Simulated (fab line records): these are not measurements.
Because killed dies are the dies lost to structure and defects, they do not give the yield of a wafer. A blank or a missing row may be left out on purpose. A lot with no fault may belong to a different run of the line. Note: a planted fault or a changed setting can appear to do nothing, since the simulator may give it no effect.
Which tool is to blame? ; flow sky130 ; 6 lots (18 wafers sampled), 1 step of a 708-step route

== WHAT EACH GAUGE READ, for each wafer ==
SKY_SD_N_RS_MEAS_18: a four-point-probe measurement.
lot;measured;on;RES_XHIGH_RS (ohm/sq)
L994;day 28 09:13;film metro-04;333.0 333.3 332.7
L997;day 29 16:21;film metro-02;333.4 332.0 334.0
L100;day 30 09:39;film metro-02;334.6 332.6 332.6
L103;day 31 08:33;film metro-02;335.4 335.2 335.7
L110;day 33 15:37;film metro-02;333.5 333.6 334.9
L116;day 36 02:16;film metro-04;332.0 332.0 332.0

== WHICH TOOL RAN EACH LOT (tool, then ch and the chambers of the sampled wafers, then the start) ==
The record shows no process step preceding these readings.

== THE ANSWER, worked out from the rows above alone ==
Rule: usual is defined by the lots themselves. The widest of any qualifying gaps counts: lots, ordered by their means at a reading, are off when they make up no more than a third of the lots, leave a main group of 4 or more, and stand apart from it by 3 or more times the standard deviation of that group's means. A main group is skipped when, at the precision printed for the reading in the tables above, its means are all equal. Also off: a lot with no number at a reading for which 4 or more lots have one. All remaining lots with rows at the step are treated as sound.
No lot is off on any of the readings shown, so nothing can be concluded from this.

== WHAT WAS PUT IN BY THE SIMULATOR ==
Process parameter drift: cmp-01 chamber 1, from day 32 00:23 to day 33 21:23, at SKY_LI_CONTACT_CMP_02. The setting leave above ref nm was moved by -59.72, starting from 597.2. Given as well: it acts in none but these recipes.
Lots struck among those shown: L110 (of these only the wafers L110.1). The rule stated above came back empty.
